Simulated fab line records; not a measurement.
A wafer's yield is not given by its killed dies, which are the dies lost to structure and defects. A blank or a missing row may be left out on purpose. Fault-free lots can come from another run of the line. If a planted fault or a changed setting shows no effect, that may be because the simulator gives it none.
fab line records | flow sky130 | part 2 of 2: steps 25 to 33 of 33
record: lots: 5 | wafers: 15 | lastDay: 50
route steps=708 shown METAL1@448 VIA1@458
lots with no fault: from the same line, run without faults
startH: hours from the record's opening day to when the first of the lot's shown wafers began | waitH: hours elapsed since this lot's preceding step | " as in the row above | L1.1+2: a row that stands for several wafers | - no value present, or no start provided | * or withheld: withheld | < > ~ a bound
route shown NAME@n: names a module that has steps shown in the file, with the first one's number in the route | usual: mean/standard deviation taken from wafers without a fault | same: alike in all rows | chamber/n: place in a boat | sites: the reading at each site | _std_site: standard deviation across them | _edge_site: inner sites' mean taken away from outer sites' mean | radiusMm: how far each site lies from the wafer's centre | mask NAME#n: copy n | behind: the tool/chamber that last shaped the wafer | hold: the reason the lot was held/the length of the hold in hours/how it ended | device: transistor that didn't switch, given as n, p or np | end of line: the same wafers' tests at the end of the route | for a step that has no rows: nothing shown but its recipe | killed: dies that structure and defects cost at the first sort, which is not the same as the wafer's yield | map: per-die view of a wafer (x killed, . not killed, _ where there is no die)
set.NAME: the setting the step ran with; set.NAME@STEP: the setting that earlier step ran with | model.NAME: the simulator's own value behind a step, which no gauge read
lots at some steps of the route; a table a step, a row a wafer
services: a tool's chamber out of use, with start hour (startH, from the record's first day; less than 0 if before it), hours out, and reason
== steps ==
step: SKY_VIA1_ETCH_14
recipe: chemistry: N2/H2 | target: BARC | ionEnergyEv: 205.7 | sourceW: 500 | biasW: 100 | pressureMtorr: 30 | n2FlowSccm: 100 | h2FlowSccm: 200 | stopOn: SiO2 | timeS: 45.9 | targetDepthA: 600
usual: drypumpMotorCurrentA: 5.9/0.47 | n2FlowSccm: 100.0/0.32 | oesProductAu: 0.855/0.0045 | rfFwdPowerW: 495.5/2.1 | throttleValvePct: 13.225/0.0087
same: timeS: 45.9
lot.wafer | tool       | chamber | startH | waitH | drypumpMotorCurrentA | n2FlowSccm | oesProductAu | rfFwdPowerW | rfHoursCounterH | throttleValvePct
L080.1    | rieDiel-01 | 2       | 844.18 | 0.0   | 5.0                  | 100.1      | 0.854        | 492.5       | 26              | 13.205
L080.3    | "          | 3       | "      | "     | 6.3                  | 100.0      | 0.852        | 497.4       | 23              | 13.226
L080.4    | "          | 1       | "      | "     | 5.4                  | 99.9       | 0.862        | 494.1       | 8               | 13.215
L081.1    | rieDiel-01 | 1       | 846.03 | 0.0   | 5.4                  | 99.8       | 0.844        | 493.5       | 8               | 13.230
L081.5    | "          | 2       | "      | "     | 5.0                  | 99.5       | 0.858        | 495.0       | -               | 13.233
L081.6    | "          | 1       | "      | "     | 5.4                  | 100.1      | 0.848        | 492.3       | -               | 13.213
L088.2    | rieDiel-03 | 0       | 910.19 | 0.0   | 5.8                  | 99.5       | 0.852        | 499.8       | 14              | 13.215
L088.5    | "          | 0       | "      | "     | 5.8                  | 100.0      | 0.860        | 500.0       | -               | 13.232
L088.6    | "          | 3       | "      | "     | 6.7                  | 99.6       | 0.853        | 493.2       | -               | 13.227
L090.1    | rieDiel-03 | 2       | 918.67 | 0.0   | 5.4                  | 100.2      | 0.858        | 493.7       | 10              | 13.222
L090.3    | "          | 0       | "      | "     | 5.8                  | 100.0      | 0.859        | 495.1       | 14              | 13.214
L090.5    | "          | 0       | "      | "     | 5.8                  | 99.8       | 0.855        | 497.3       | -               | 13.248
L096.1    | rieDiel-04 | 2       | 961.38 | 0.0   | 5.8                  | 99.4       | 0.855        | 495.6       | 4               | 13.219
L096.3    | "          | 0       | "      | "     | 6.1                  | 100.1      | 0.856        | 497.6       | 5               | 13.230
L096.5    | "          | 3       | "      | "     | 6.0                  | 99.5       | 0.856        | 498.3       | -               | 13.214
step: SKY_VIA1_ETCH_15
recipe: target: SiO2 | chemistry: C4F8/O2/Ar | targetDepthNm: 351 | stopOn: TiN | maskMaterial: KrF-thick | sourceW: 1500 | biasW: 1200 | pressureMtorr: 40 | c4f8FlowSccm: withheld | O2_flow_sccm: 6 | Ar_flow_sccm: 300 | timeS: 54
usual: oesProductAu: 0.983/0.006 | rfFwdPowerW: 1487/6.2
same: timeS: 54
lot.wafer | tool       | chamber | startH | waitH | oesProductAu | rfFwdPowerW | rfHoursCounterH
L080.1    | rieDiel-01 | 2       | 844.23 | 0.0   | 0.979        | 1487        | 26
L080.3    | "          | 3       | "      | "     | 0.983        | 1493        | 23
L080.4    | "          | 1       | "      | "     | 0.973        | 1489        | 8
L081.1    | rieDiel-01 | 1       | 846.08 | 0.0   | 0.980        | 1483        | 9
L081.5    | "          | 2       | "      | "     | 0.980        | 1492        | -
L081.6    | "          | 1       | "      | "     | 0.993        | 1484        | -
L088.2    | rieDiel-03 | 0       | 910.23 | 0.0   | 0.983        | 1492        | 14
L088.5    | "          | 0       | "      | "     | 0.986        | 1498        | -
L088.6    | "          | 3       | "      | "     | 0.989        | 1477        | -
L090.1    | rieDiel-03 | 2       | 918.72 | 0.0   | 0.971        | 1483        | 10
L090.3    | "          | 0       | "      | "     | 0.974        | 1487        | 14
L090.5    | "          | 0       | "      | "     | 0.985        | 1485        | -
L096.1    | rieDiel-04 | 2       | 961.43 | 0.0   | 0.989        | 1475        | 4
L096.3    | "          | 0       | "      | "     | 0.989        | 1496        | 5
L096.5    | "          | 3       | "      | "     | 0.982        | 1483        | -
step: SKY_VIA1_STRIP_16
recipe: chemistry: O2/N2 | powerW: 1400 | pressureMtorr: 1500 | platenTempC: withheld | o2FlowSccm: 3000 | n2FlowSccm: 300 | overashFraction: 0.5
usual: drypumpMotorCurrentA: 5.6/0.33 | n2FlowSccm: 300.0/0.9 | oesProductAu: 0.414/0.0045 | stripTimeToEndpointS: 4.440/0.026
lot.wafer | tool           | chamber | startH | waitH | drypumpMotorCurrentA | n2FlowSccm | oesProductAu | rfHoursCounterH | stripTimeToEndpointS
L080.1    | plasmaAsher-02 | 1       | 844.27 | 0.0   | 5.9                  | 299.0      | 0.414        | 10              | 4.453
L080.3    | "              | 1       | "      | "     | 5.9                  | 299.7      | 0.414        | -               | 4.446
L080.4    | "              | 0       | "      | "     | 5.1                  | 299.0      | 0.410        | -               | 4.460
L081.1    | plasmaAsher-03 | 1       | 846.12 | 0.0   | 6.1                  | 300.2      | 0.421        | 71              | 4.443
L081.5    | "              | 0       | "      | "     | 5.7                  | 299.8      | 0.417        | -               | 4.429
L081.6    | "              | 1       | "      | "     | 6.0                  | 300.5      | 0.417        | -               | 4.435
L088.2    | plasmaAsher-03 | 1       | 910.28 | 0.0   | 6.1                  | 300.1      | 0.418        | 78              | 4.414
L088.5    | "              | 1       | "      | "     | 6.1                  | 300.5      | 0.422        | -               | 4.456
L088.6    | "              | 0       | "      | "     | 5.7                  | 302.2      | 0.416        | -               | 4.420
L090.1    | plasmaAsher-03 | 1       | 918.76 | 0.0   | 6.1                  | 299.5      | 0.416        | 79              | 4.521
L090.3    | "              | 1       | "      | "     | 6.1                  | 298.9      | 0.408        | -               | 4.467
L090.5    | "              | 1       | "      | "     | 6.0                  | 301.0      | 0.414        | -               | 4.476
L096.1    | plasmaAsher-02 | 0       | 961.47 | 0.0   | 5.1                  | 300.3      | 0.418        | 22              | 4.387
L096.3    | "              | 1       | "      | "     | 5.9                  | 301.8      | 0.414        | -               | 4.379
L096.5    | "              | 1       | "      | "     | 5.9                  | 302.5      | 0.419        | -               | 4.450
step: SKY_VIA1_STRIP_17
recipe: chemistry: postEtchResidueRemover | timeS: 1200 | tempC: 72.5
same: timeS: 1200
lot.wafer  | tool        | chamber | startH | waitH
L080.1+3+4 | wetBench-03 | 2       | 844.37 | 0.1
L081.1+5+6 | wetBench-01 | 3       | 846.22 | 0.1
L088.2+5+6 | wetBench-01 | 2       | 910.38 | 0.1
L090.1+3+5 | wetBench-02 | 3       | 918.86 | 0.1
L096.1+3+5 | wetBench-02 | 0       | 961.57 | 0.1
step: SKY_VIA1_CLEAN_18
recipe: chemistry: IPA | timeS: 180 | tempC: 25
same: timeS: 180
lot.wafer  | tool        | chamber | startH | waitH
L080.1+3+4 | wetBench-01 | 3       | 844.71 | 0.0
L081.1+5+6 | wetBench-03 | 2       | 846.56 | 0.0
L088.2+5+6 | wetBench-02 | 1       | 910.72 | 0.0
L090.1+3+5 | wetBench-03 | 1       | 919.20 | 0.0
L096.1+3+5 | wetBench-01 | 3       | 961.91 | 0.0
step: SKY_VIA1_CLEAN_19
recipe: chemistry: O3/DIW | dry: n2Spin
lot.wafer  | tool        | chamber | startH | waitH
L080.1+3+4 | wetBench-03 | 1       | 844.77 | 0.0
L081.1+5+6 | wetBench-01 | 3       | 846.62 | 0.0
L088.2+5+6 | wetBench-01 | 1       | 910.78 | 0.0
L090.1+3+5 | wetBench-02 | 3       | 919.26 | 0.0
L096.1+3+5 | wetBench-03 | 3       | 961.97 | 0.0
step: SKY_VIA1_SPUTTER_20
recipe: material: TiN | targetThkNm: 20 | chamberPressurePa: 5 | powerW: 4000 | timeS: 80
usual: throttleValvePct: 29.7/0.75
same: timeS: 80
lot.wafer | tool          | chamber | startH | waitH | throttleValvePct
L080.1    | pvdSputter-04 | -       | 844.86 | 0.0   | 28.4
L080.3    | "             | -       | "      | "     | 29.4
L080.4    | "             | -       | "      | "     | 29.3
L081.1    | pvdSputter-01 | -       | 846.71 | 0.0   | 30.9
L081.5    | "             | -       | "      | "     | 29.7
L081.6    | "             | -       | "      | "     | 31.0
L088.2    | pvdSputter-04 | -       | 910.87 | 0.0   | 28.6
L088.5    | "             | -       | "      | "     | 29.0
L088.6    | "             | -       | "      | "     | 29.4
L090.1    | pvdSputter-04 | -       | 919.35 | 0.0   | 29.7
L090.3    | "             | -       | "      | "     | 29.3
L090.5    | "             | -       | "      | "     | 29.4
L096.1    | pvdSputter-01 | -       | 962.21 | 0.0   | 29.4
L096.3    | "             | -       | "      | "     | 28.9
L096.5    | "             | -       | "      | "     | 29.7
step: SKY_VIA1_CVD_21
recipe: material: W | targetThkNm: 270 | timeS: 80.902 | tempC: 400 | pressureTorr: 40
usual: heaterPowerW: 797/35
same: timeS: 80.902
lot.wafer | tool    | chamber | startH | waitH | heaterPowerW
L080.1    | cvdW-02 | 0       | 844.92 | 0.0   | 801
L080.3    | "       | 0       | "      | "     | 798
L080.4    | "       | 1       | "      | "     | 824
L081.1    | cvdW-01 | 0       | 846.77 | 0.0   | 732
L081.5    | "       | 0       | "      | "     | 754
L081.6    | "       | 1       | "      | "     | 786
L088.2    | cvdW-02 | 0       | 910.93 | 0.0   | 824
L088.5    | "       | 1       | "      | "     | 837
L088.6    | "       | 0       | "      | "     | 823
L090.1    | cvdW-01 | 1       | 919.42 | 0.0   | 810
L090.3    | "       | 1       | "      | "     | 792
L090.5    | "       | 0       | "      | "     | 743
L096.1    | cvdW-02 | 0       | 962.27 | 0.0   | 856
L096.3    | "       | 1       | "      | "     | 814
L096.5    | "       | 0       | "      | "     | 832
step: SKY_VIA1_RS_MEAS_22
recipe: thkMeasGauge: four-point-probe | reads: W_of_VIA1_CVD_21+TiN_of_VIA1_SPUTTER_20
usual: VIA1_W_RS: 0.423/0.006
lot.wafer | tool         | chamber | startH | waitH | VIA1_W_RS[ohm/sq]
L080.1    | filmMetro-01 | -       | 845.02 | 0.1   | 0.426
L080.3    | "            | -       | "      | "     | 0.431
L080.4    | "            | -       | "      | "     | 0.419
L081.1    | filmMetro-01 | -       | 846.87 | 0.1   | 0.426
L081.5    | "            | -       | "      | "     | 0.425
L081.6    | "            | -       | "      | "     | 0.429
L088.2    | filmMetro-01 | -       | 911.04 | 0.1   | 0.422
L088.5    | "            | -       | "      | "     | 0.417
L088.6    | "            | -       | "      | "     | 0.423
L090.1    | filmMetro-03 | -       | 919.51 | 0.1   | 0.427
L090.3    | "            | -       | "      | "     | 0.426
L090.5    | "            | -       | "      | "     | 0.427
L096.1    | filmMetro-04 | -       | 962.36 | 0.1   | 0.427
L096.3    | "            | -       | "      | "     | 0.419
L096.5    | "            | -       | "      | "     | 0.423
== services ==
tool           | chamber | startH | hours | kind
krfScanner-02  | -       | 799.00 | 3.0   | repair
rieDiel-01     | 1       | 799.10 | 2.4   | repair
krfScanner-02  | -       | 800.03 | 2.3   | repair
cmp-01         | -       | 805.76 | 1.3   | repair
rieMetal-04    | -       | 811.24 | 0.2   | repair
krfScanner-02  | -       | 827.56 | 0.8   | pm
krfScanner-02  | -       | 833.27 | 1.3   | pm
rieDiel-03     | 1       | 840.54 | 5.0   | repair
wetBench-02    | -       | 844.13 | 4.1   | repair
cmp-01         | -       | 857.19 | 9.5   | pm
rieMetal-04    | 1       | 866.96 | 5.2   | repair
rieDiel-01     | 0       | 873.29 | 3.9   | repair
rieDiel-01     | -       | 912.95 | 0.8   | repair
cmp-01         | -       | 914.30 | 7.6   | pm
krfScanner-02  | -       | 919.99 | 3.6   | pm
cmp-01         | -       | 921.89 | 4.0   | pm
krfScanner-02  | -       | 926.47 | 1.0   | pm
plasmaAsher-03 | -       | 928.35 | 1.0   | repair
rieMetal-04    | -       | 933.36 | 4.3   | pm
plasmaAsher-03 | -       | 934.25 | 2.8   | pm
krfScanner-02  | -       | 935.44 | 9.1   | repair
rieDiel-03     | 3       | 936.06 | 7.0   | repair
rieMetal-04    | -       | 947.51 | 1.5   | repair
wetBench-01    | -       | 957.47 | 2.8   | repair
